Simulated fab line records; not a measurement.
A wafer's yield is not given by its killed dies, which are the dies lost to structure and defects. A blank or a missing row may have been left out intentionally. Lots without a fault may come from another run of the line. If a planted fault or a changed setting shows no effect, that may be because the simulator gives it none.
fab line records	flow sky130
record: lots: 11	wafers: 33	lastDay: 49
route steps=708 shown VIA3@575 METAL4@599 CAP2M@605
lots that met no fault: taken from a fault-free run of the same line
startH: start of the lot's first displayed wafer, in hours after the record's first day	waitH: how many hours have passed since the lot's step before this one	" same as the row above	L1.1+2: several wafers, shown together as one row	- value missing, or start not given	* or withheld: withheld	< > ~ a bound
route shown NAME@n: names a module that has steps shown in the file, with the first one's number in the route	usual: average and standard deviation across the fault-free wafers	same: alike in all rows	chamber/n: place in a boat	sites: readings site by site	_std_site: the standard deviation of these	_edge_site: mean of outer sites minus mean of inner sites	radiusMm: how far each site lies from the wafer's centre	mask NAME#n: copy n	behind: the tool/chamber that last shaped the wafer	hold: why the lot was held/for how many hours/how that ended	device: which transistor (n, p or np) failed to switch	end of line: the route-end tests of the same wafers	a step given without rows: its recipe and nothing more	killed: not the wafer's yield, but the dies lost to structure and defects at the first sort	map: per-die view of a wafer (x killed, . not killed, _ where there is no die)
set.NAME: the setting as run; set.NAME@STEP: as run at that earlier step	model.NAME: the simulator's own value behind a step, which no gauge read
the route's steps for a sample of lots (tables are steps, rows are wafers)
services: when a tool's chamber went out of use (startH, in hours from the record's first day, below 0 if earlier), for how many hours, and the reason
== steps ==
step: SKY_VIA3_CMP_02
recipe: material: SiO2	downForcePsi: 4	platenRpm: 60	padVelocityMS: 0.94248
usual: motorCurrentA: 13.3/1.2	slurryFilterDpKPa: 13.49/0.15
lot.wafer	tool	chamber	startH	waitH	motorCurrentA	slurryFilterDpKPa
L993.2	cmp-02	1	903.56	0.1	14.0	13.33
L993.6	"	3	"	"	14.3	13.49
L993.5	"	0	"	"	13.7	13.42
L994.3	cmp-02	0	919.37	0.5	14.0	13.47
L994.6	"	1	"	"	13.8	13.53
L994.5	"	2	"	"	13.5	13.31
L995.3	cmp-02	0	922.51	0.1	14.4	13.42
L995.2	"	2	"	"	14.0	13.53
L995.5	"	3	"	"	14.2	13.36
L996.4	cmp-02	0	928.06	0.0	14.3	13.32
L996.2	"	2	"	"	14.5	13.51
L996.3	"	3	"	"	14.5	13.40
L997.4	cmp-01	2	931.57	0.1	14.9	13.74
L997.2	"	3	"	"	11.2	13.67
L997.6	"	2	"	"	14.3	13.45
L998.1	cmp-02	3	943.21	0.1	14.0	13.32
L998.3	"	0	"	"	14.6	13.54
L998.6	"	2	"	"	14.3	13.70
L102.1	cmp-02	3	969.95	0.1	13.6	13.37
L102.3	"	1	"	"	14.2	13.51
L102.6	"	0	"	"	13.6	13.53
L107.1	cmp-01	3	1011.57	0.1	11.2	13.48
L107.4	"	0	"	"	12.1	13.63
L107.3	"	1	"	"	11.8	13.47
L109.1	cmp-02	2	1023.18	0.1	13.8	13.59
L109.4	"	3	"	"	13.6	13.26
L109.6	"	1	"	"	14.0	13.58
L111.3	cmp-02	1	1030.80	0.1	13.8	13.44
L111.1	"	3	"	"	15.0	13.43
L111.5	"	1	"	"	13.2	13.64
L112.4	cmp-02	1	1041.60	0.0	14.0	13.48
L112.3	"	2	"	"	14.2	13.46
L112.6	"	2	"	"	15.5	13.34
step: SKY_VIA3_ETCH_15
recipe: target: SiO2	chemistry: C4F8/O2/Ar	targetDepthNm: 507	stopOn: TiN	maskMaterial: KrF-thick	sourceW: 1500	biasW: 1200	pressureMtorr: 40	c4f8FlowSccm: withheld	O2_flow_sccm: 6	Ar_flow_sccm: 300	timeS: 78
usual: oesProductAu: 0.946/0.0051
lot.wafer	tool	chamber	startH	waitH	oesProductAu	rfHoursCounterH
L993.2	rieDiel-01	3	928.95	0.0	0.949	27
L993.5	"	3	"	"	0.951	-
L993.6	"	2	"	"	0.945	-
L994.3	rieDiel-03	2	943.79	0.0	0.946	21
L994.5	"	0	"	"	0.942	-
L994.6	"	1	"	"	0.947	-
L995.2	rieDiel-03	3	947.50	0.0	0.952	2
L995.3	"	2	"	"	0.940	21
L995.5	"	0	"	"	0.953	-
L996.2	rieDiel-04	1	953.96	0.0	0.935	19
L996.3	"	2	"	"	0.947	6
L996.4	"	3	"	"	0.944	19
L997.2	rieDiel-03	0	956.24	0.0	0.946	6
L997.4	"	2	"	"	0.944	21
L997.6	"	0	"	"	0.943	-
L998.1	rieDiel-04	3	967.45	0.0	0.890	20
L998.3	"	1	"	"	0.895	19
L998.6	"	1	"	"	0.885	-
L102.1	rieDiel-01	0	993.86	0.0	0.897	17
L102.3	"	1	"	"	0.885	13
L102.6	"	0	"	"	0.878	-
L107.1	rieDiel-03	0	1034.59	0.0	0.942	9
L107.3	"	2	"	"	0.938	23
L107.4	"	3	"	"	0.953	5
L109.1	rieDiel-01	3	1045.84	0.0	0.950	2
L109.4	"	0	"	"	0.946	19
L109.6	"	2	"	"	0.943	-
L111.1	rieDiel-04	1	1053.56	0.0	0.948	22
L111.3	"	2	"	"	0.945	9
L111.5	"	1	"	"	0.944	-
L112.3	rieDiel-04	1	1063.61	0.0	0.948	23
L112.4	"	2	"	"	0.940	9
L112.6	"	2	"	"	0.947	-
step: SKY_VIA3_CMP_24
recipe: stopOn: SiO2	tOverpolishS: 20	downForcePsi: 3.5	platenRpm: 60	targetThkNm: 0	padVelocityMS: 0.94248
usual: motorCurrentA: 11.9/1.1	slurryFilterDpKPa: 13.49/0.14
lot.wafer	tool	chamber	startH	waitH	motorCurrentA	slurryFilterDpKPa
L993.2	cmp-01	0	930.15	0.1	11.1	13.32
L993.6	"	3	"	"	9.5	13.35
L993.5	"	0	"	"	10.9	13.88
L994.3	cmp-01	1	944.91	0.1	11.2	13.46
L994.6	"	3	"	"	10.3	13.48
L994.5	"	0	"	"	11.2	13.52
L995.2	cmp-01	1	948.52	0.0	11.6	13.51
L995.3	"	0	"	"	11.3	13.25
L995.5	"	2	"	"	12.6	13.57
L996.3	cmp-01	0	955.40	0.5	10.7	13.37
L996.2	"	1	"	"	11.3	13.34
L996.4	"	2	"	"	13.8	13.43
L997.4	cmp-01	0	957.26	0.0	10.6	13.47
L997.2	"	2	"	"	12.8	13.23
L997.6	"	0	"	"	11.2	13.48
L998.1	cmp-02	3	968.54	0.1	13.2	13.29
L998.3	"	0	"	"	13.5	13.43
L998.6	"	3	"	"	13.6	13.32
L102.3	cmp-02	1	994.97	0.1	13.0	13.58
L102.1	"	3	"	"	12.7	13.42
L102.6	"	0	"	"	12.4	13.71
L107.1	cmp-01	0	1035.70	0.1	11.2	13.57
L107.3	"	1	"	"	11.6	13.63
L107.4	"	2	"	"	12.9	13.36
L109.1	cmp-01	1	1047.08	0.2	11.4	13.22
L109.4	"	2	"	"	13.1	13.49
L109.6	"	1	"	"	11.4	13.40
L111.3	cmp-01	2	1054.61	0.0	13.0	13.58
L111.1	"	0	"	"	11.4	13.50
L111.5	"	3	"	"	10.8	13.48
L112.4	cmp-02	3	1064.62	0.0	13.5	13.48
L112.3	"	0	"	"	12.6	13.75
L112.6	"	0	"	"	12.9	13.50
step: SKY_METAL4_SPUTTER_01
recipe: material: TiN	targetThkNm: 20	powerW: 6500	timeS: 16.7	chamberPressurePa: 0.4
usual: throttleValvePct: 30.1/0.61
lot.wafer	tool	chamber	startH	waitH	throttleValvePct
L993.2	pvdSputter-03	-	930.43	0.0	30.2
L993.5	"	-	"	"	30.7
L993.6	"	-	"	"	30.3
L994.3	pvdSputter-03	-	945.13	0.0	30.3
L994.5	"	-	"	"	30.4
L994.6	"	-	"	"	30.8
L995.2	pvdSputter-04	-	948.84	0.0	30.5
L995.3	"	-	"	"	30.6
L995.5	"	-	"	"	30.3
L996.2	pvdSputter-01	-	955.72	0.0	28.4
L996.3	"	-	"	"	30.3
L996.4	"	-	"	"	29.7
L997.2	pvdSputter-04	-	957.58	0.0	30.7
L997.4	"	-	"	"	29.6
L997.6	"	-	"	"	30.4
L998.1	pvdSputter-01	-	968.86	0.0	28.4
L998.3	"	-	"	"	29.6
L998.6	"	-	"	"	29.9
L102.1	pvdSputter-04	-	995.24	0.0	30.3
L102.3	"	-	"	"	30.8
L102.6	"	-	"	"	30.5
L107.1	pvdSputter-04	-	1035.97	0.0	30.6
L107.3	"	-	"	"	30.5
L107.4	"	-	"	"	30.5
L109.1	pvdSputter-04	-	1047.35	0.0	29.6
L109.4	"	-	"	"	30.2
L109.6	"	-	"	"	30.9
L111.1	pvdSputter-03	-	1054.93	0.0	30.5
L111.3	"	-	"	"	30.0
L111.5	"	-	"	"	30.5
L112.3	pvdSputter-04	-	1064.94	0.0	30.6
L112.4	"	-	"	"	30.8
L112.6	"	-	"	"	30.8
step: SKY_CAP2M_SPUTTER_02
recipe: material: TiN	targetThkNm: 200	tempC: 300	powerW: 6500	timeS: 166.7	chamberPressurePa: 0.4
usual: throttleValvePct: 29.7/1
lot.wafer	tool	chamber	startH	waitH	throttleValvePct
L993.2	pvdSputter-01	-	930.64	0.0	30.0
L993.5	"	-	"	"	30.3
L993.6	"	-	"	"	29.9
L994.3	pvdSputter-02	-	945.34	0.0	30.5
L994.5	"	-	"	"	30.3
L994.6	"	-	"	"	30.5
L995.2	pvdSputter-01	-	949.06	0.0	29.8
L995.3	"	-	"	"	28.2
L995.5	"	-	"	"	28.1
L996.2	pvdSputter-03	-	955.94	0.0	30.5
L996.3	"	-	"	"	30.7
L996.4	"	-	"	"	30.6
L997.2	pvdSputter-03	-	957.79	0.0	30.2
L997.4	"	-	"	"	30.3
L997.6	"	-	"	"	30.7
L998.1	pvdSputter-03	-	969.07	0.1	30.7
L998.3	"	-	"	"	30.9
L998.6	"	-	"	"	30.5
L102.1	pvdSputter-03	-	995.46	0.1	30.4
L102.3	"	-	"	"	30.6
L102.6	"	-	"	"	30.7
L107.1	pvdSputter-02	-	1036.18	0.1	28.6
L107.3	"	-	"	"	30.5
L107.4	"	-	"	"	30.3
L109.1	pvdSputter-02	-	1047.56	0.1	30.3
L109.4	"	-	"	"	30.5
L109.6	"	-	"	"	28.4
L111.1	pvdSputter-02	-	1055.15	0.1	27.7
L111.3	"	-	"	"	28.6
L111.5	"	-	"	"	28.3
L112.3	pvdSputter-02	-	1065.16	0.0	30.4
L112.4	"	-	"	"	28.2
L112.6	"	-	"	"	30.6
== services ==
tool	chamber	startH	hours	kind
rieDiel-03	1	894.74	1.9	repair
rieDiel-03	1	909.95	8.0	repair
cmp-01	-	912.61	5.7	pm
cmp-01	-	918.34	4.0	pm
cmp-01	-	922.34	-	consumableReplace:conditioner
cmp-01	-	922.34	-	consumableReplace:pad
pvdSputter-01	-	938.20	8.3	repair
rieDiel-01	-	940.42	0.6	repair
pvdSputter-03	1	947.70	-	consumableReplace:kit
pvdSputter-02	-	948.84	3.7	repair
rieDiel-01	0	949.26	4.1	repair
pvdSputter-02	-	977.74	13.3	repair
rieDiel-03	3	982.77	10.1	repair
pvdSputter-02	-	984.20	0.8	repair
pvdSputter-01	-	989.62	0.8	repair
cmp-02	-	990.09	4.0	pm
cmp-02	-	1005.60	0.6	repair
pvdSputter-02	-	1009.75	8.4	repair
rieDiel-04	2	1015.13	12.8	repair
cmp-02	-	1016.92	0.8	repair
rieDiel-03	2	1019.87	11.3	repair
cmp-02	-	1047.45	14.5	pm
pvdSputter-01	-	1050.25	10.0	repair
rieDiel-01	2	1064.84	2.6	repair
== key ==
firstSign: step: SKY_VIA3_ETCH_15	reading: oesProductAu	direction: down	sigmas: 11	usual: 0.946	struck: 0.888
effect none on later readings
metAt SKY_VIA3_CMP_02
struckLots L998,L102
notActingAt SKY_VIA3_CMP_24,SKY_METAL4_SPUTTER_01,SKY_CAP2M_SPUTTER_02
onsetBetween 928.06 943.21
fault: kind: processParameterDrift	tool: cmp-02	chamber: -	onsetH: 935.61	steps: SKY_VIA3_CMP_02	channel: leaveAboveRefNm	offset: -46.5	shape: step	endH: 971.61	actsIn: theseRecipesOnly	stated: 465
